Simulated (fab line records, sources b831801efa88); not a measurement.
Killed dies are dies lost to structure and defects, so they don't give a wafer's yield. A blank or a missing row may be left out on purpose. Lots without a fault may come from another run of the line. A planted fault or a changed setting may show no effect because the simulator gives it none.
Which tool did it? | flow sky130 | 12 lots, 36 wafers sampled, at 6 steps of a route of 708

WHAT THE GAUGES READ, wafer by wafer
SKY_SONOS_ONO_OVL_MEAS_14.
lot  | measured     | on         | SONOS_ONO_OVL (nm)
L509 | day 11 03:20 | overlay-02 | -1.2 -1.4 -2.6
L511 | day 12 22:41 | overlay-02 | 0.6 2.1 2.0
L513 | day 14 06:50 | overlay-01 | -2.1 0.3 0.8
L512 | day 14 07:08 | overlay-01 | -0.4 0.3 -1.5
L514 | day 14 15:19 | overlay-02 | 2.2 1.6 2.5
L515 | day 15 00:02 | overlay-01 | 1.0 0.1 1.7
L518 | day 16 06:38 | overlay-02 | 0.4 0.6 -0.2
L519 | day 16 13:35 | overlay-02 | 0.7 1.3 2.5
L523 | day 19 01:20 | overlay-01 | 1.8 2.2 1.1
L527 | day 19 06:47 | overlay-02 | -1.5 -1.8 0.7
L529 | day 20 07:26 | overlay-02 | -2.9 -1.6 -0.9
L532 | day 21 13:17 | overlay-01 | -0.5 -0.4 -1.7

SKY_LI_CONTACT_THK_MEAS_01.
lot  | measured     | on            | LI_CONTACT_HDPCVD_THK (nm)
L509 | day 26 10:50 | film_metro-03 | 933 922 933
L511 | day 28 20:44 | film_metro-02 | 912 928 915
L513 | day 29 21:38 | film_metro-03 | 935 943 937
L512 | day 29 20:43 | film_metro-02 | 931 920 928
L514 | day 30 03:59 | film_metro-04 | 924 937 935
L515 | day 30 13:50 | film_metro-04 | 929 925 942
L518 | day 31 21:38 | film_metro-03 | 939 926 932
L519 | day 32 03:53 | film_metro-03 | 937 922 930
L523 | day 34 08:05 | film_metro-04 | 1035 918 934
L527 | day 34 09:24 | film_metro-04 | 931 935 920
L529 | day 35 04:17 | film_metro-03 | 940 924 911
L532 | day 36 05:44 | film_metro-04 | 917 934 921

SKY_VIA3_OVL_MEAS_13.
lot  | measured     | on         | VIA3_OVL (nm)
L509 | day 38 08:17 | overlay-01 | 5 8 6
L511 | day 40 08:45 | overlay-02 | -6 -12 0
L513 | day 41 05:21 | overlay-01 | 4 0 1
L512 | day 41 03:29 | overlay-02 | -1 -1 3
L514 | day 41 09:56 | overlay-01 | 8 2 7
L515 | day 41 14:44 | overlay-02 | -10 -5 -1
L518 | day 42 21:59 | overlay-01 | 2 1 4
L519 | day 43 04:23 | overlay-02 | -6 3 -5
L523 | day 45 03:07 | overlay-01 | -5 -11 -9
L527 | day 45 05:41 | overlay-01 | -10 1 -2
L529 | day 45 19:05 | overlay-01 | 5 0 2
L532 | day 46 16:56 | overlay-02 | 8 17 10

WHICH TOOL RAN EACH LOT (tool, then ch and the chambers of the sampled wafers, then the start)
lot  | SKY_POLY_CUT_STRIP_12                | SKY_LI_CONTACT_HDPCVD_00         | SKY_LI_CONTACT_CMP_02
L509 | plasma_asher-01 ch 0,1, day 22 13:53 | hdpcvd-01 ch 0,1,2, day 26 10:44 | cmp-02 ch 2,3, day 26 11:01
L511 | plasma_asher-02 ch 0,1, day 25 03:41 | hdpcvd-02 ch 0,1, day 28 20:37   | cmp-01 ch 1,3, day 28 20:47
L513 | plasma_asher-01 ch 0,1, day 26 03:48 | hdpcvd-02 ch 0,1,2, day 29 21:32 | cmp-01 ch 0,3, day 29 21:41
L512 | plasma_asher-01 ch 0,1, day 26 02:59 | hdpcvd-01 ch 1,2, day 29 20:37   | cmp-01 ch 0,3, day 29 20:47
L514 | plasma_asher-01 ch 0,1, day 26 11:41 | hdpcvd-01 ch 0,1,2, day 30 03:53 | cmp-02 ch 0,2,3, day 30 04:12
L515 | plasma_asher-01 ch 0,1, day 26 20:15 | hdpcvd-02 ch 0,2, day 30 13:44   | cmp-01 ch 0,1,2, day 30 13:53
L518 | plasma_asher-01 ch 0,1, day 28 05:44 | hdpcvd-01 ch 0,1, day 31 21:32   | cmp-02 ch 1,2,3, day 31 21:48
L519 | plasma_asher-02 ch 0, day 28 13:57   | hdpcvd-01 ch 1,2, day 32 03:47   | cmp-02 ch 1,2, day 32 04:04
L523 | plasma_asher-02 ch 0,1, day 31 00:42 | hdpcvd-01 ch 0,1,2, day 34 07:59 | cmp-02 ch 0,1,2, day 34 08:15
L527 | plasma_asher-02 ch 0,1, day 31 03:47 | hdpcvd-02 ch 1,2, day 34 09:17   | cmp-02 ch 0,3, day 34 09:27
L529 | plasma_asher-03 ch 0,1, day 31 23:50 | hdpcvd-02 ch 0,1, day 35 04:11   | cmp-01 ch 0,2,3, day 35 04:23
L532 | plasma_asher-03 ch 0,1, day 33 02:38 | hdpcvd-02 ch 0,1,2, day 36 05:38 | cmp-02 ch 1,2,3, day 36 05:48
- SKY_POLY_CUT_STRIP_12: strips in O2/N2.
- SKY_LI_CONTACT_HDPCVD_00: deposits PSG, target thk 930 nm, time 155 s.
- SKY_LI_CONTACT_CMP_02: polishes PSG.

WHAT THE TOOLS THEMSELVES READ (means of the sampled wafers that have a number; where no wafer has one, the mark that the record gives instead)
SKY_POLY_CUT_STRIP_12.
lot  | tool            | drypump_motor_current_A (A) | oes_product_au (a.u.) | strip_time_to_endpoint_s (s)
L509 | plasma_asher-01 | 5.7                         | 0.455                 | 5.347
L511 | plasma_asher-02 | 6.3                         | 0.451                 | 5.344
L513 | plasma_asher-01 | 5.6                         | 0.445                 | 5.348
L512 | plasma_asher-01 | 5.6                         | 0.451                 | 5.386
L514 | plasma_asher-01 | 5.6                         | 0.454                 | 5.347
L515 | plasma_asher-01 | 5.6                         | 0.451                 | 5.361
L518 | plasma_asher-01 | 5.6                         | 0.451                 | 5.372
L519 | plasma_asher-02 | 6.4                         | 0.451                 | 5.355
L523 | plasma_asher-02 | 6.3                         | 0.458                 | 5.353
L527 | plasma_asher-02 | 6.3                         | 0.452                 | 5.369
L529 | plasma_asher-03 | 5.6                         | 0.454                 | 5.348
L532 | plasma_asher-03 | 5.4                         | 0.456                 | 5.361

SKY_LI_CONTACT_HDPCVD_00.
lot  | tool      | run_length_s (s)
L509 | hdpcvd-01 | 183.1
L511 | hdpcvd-02 | 182.9
L513 | hdpcvd-02 | 183.1
L512 | hdpcvd-01 | 183.4
L514 | hdpcvd-01 | 183.0
L515 | hdpcvd-02 | 183.0
L518 | hdpcvd-01 | 183.1
L519 | hdpcvd-01 | 183.2
L523 | hdpcvd-01 | 188.0
L527 | hdpcvd-02 | 183.8
L529 | hdpcvd-02 | 182.8
L532 | hdpcvd-02 | 183.2

SKY_LI_CONTACT_CMP_02.
lot  | tool   | motor_current_A (A) | time_to_endpoint_s (s)
L509 | cmp-02 | 13.1                | 30.9
L511 | cmp-01 | 12.5                | 33.0
L513 | cmp-01 | 11.0                | 33.4
L512 | cmp-01 | 11.7                | 33.0
L514 | cmp-02 | 12.8                | 31.8
L515 | cmp-01 | 11.3                | 35.3
L518 | cmp-02 | 12.3                | 34.4
L519 | cmp-02 | 11.7                | 35.0
L523 | cmp-02 | 12.4                | 32.1
L527 | cmp-02 | 12.4                | 30.1
L529 | cmp-01 | 11.3                | 32.4
L532 | cmp-02 | 12.7                | 32.3

THE ANSWER, worked out from the rows above alone
Rule: what is usual is taken from the lots themselves. Put in order of their means at a reading, lots are off if they are a third of the lots or fewer, leave a main group of 4 or more, and stand apart from it by a gap of 3 or more times the standard deviation of the main group's means; of several such gaps the widest counts. A main group whose means are all the same, to the digits that the tables above print for the reading, isn't used. A lot without any number at a reading at which 4 lots or more have one is off too. The other lots that the step has rows for count as sound. The gauges are gone through in route order, then the tools' own readings, and for those a lot's mean is taken as printed above. The first step at which some lot is off is used, and at that step the reading that is off furthest; a lot without a number counts as furthest.
Off: L523, at SKY_LI_CONTACT_THK_MEAS_01 (LI_CONTACT_HDPCVD_THK). The main group: mean 929 nm, standard deviation 5.
A tool fits if, at a process step before that reading, it ran every lot that is off, and no sound lot after the first of them. The gauges at SKY_LI_CONTACT_THK_MEAS_01 aren't tried: what is off there is off at SKY_POLY_CUT_STRIP_12 too, on other tools, and a gauge's error can't cause that. One fits: hdpcvd-01 at SKY_LI_CONTACT_HDPCVD_00. Its last sound lot is L519 (day 32 03:47), its first lot that is off L523 (day 34 07:59): a fault that began between those two fits.
The tool's own readings at SKY_LI_CONTACT_HDPCVD_00 bear it out: on the lots that are off they differ by more than 5 times the standard deviation of the sound lots' means. run_length_s reads 188.0 s there against 183.1 s on the sound lots.

WHAT THE SIMULATOR HAD PUT IN
Process parameter drift: hdpcvd-01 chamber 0, from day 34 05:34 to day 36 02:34, at SKY_LI_CONTACT_HDPCVD_00. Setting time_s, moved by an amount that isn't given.
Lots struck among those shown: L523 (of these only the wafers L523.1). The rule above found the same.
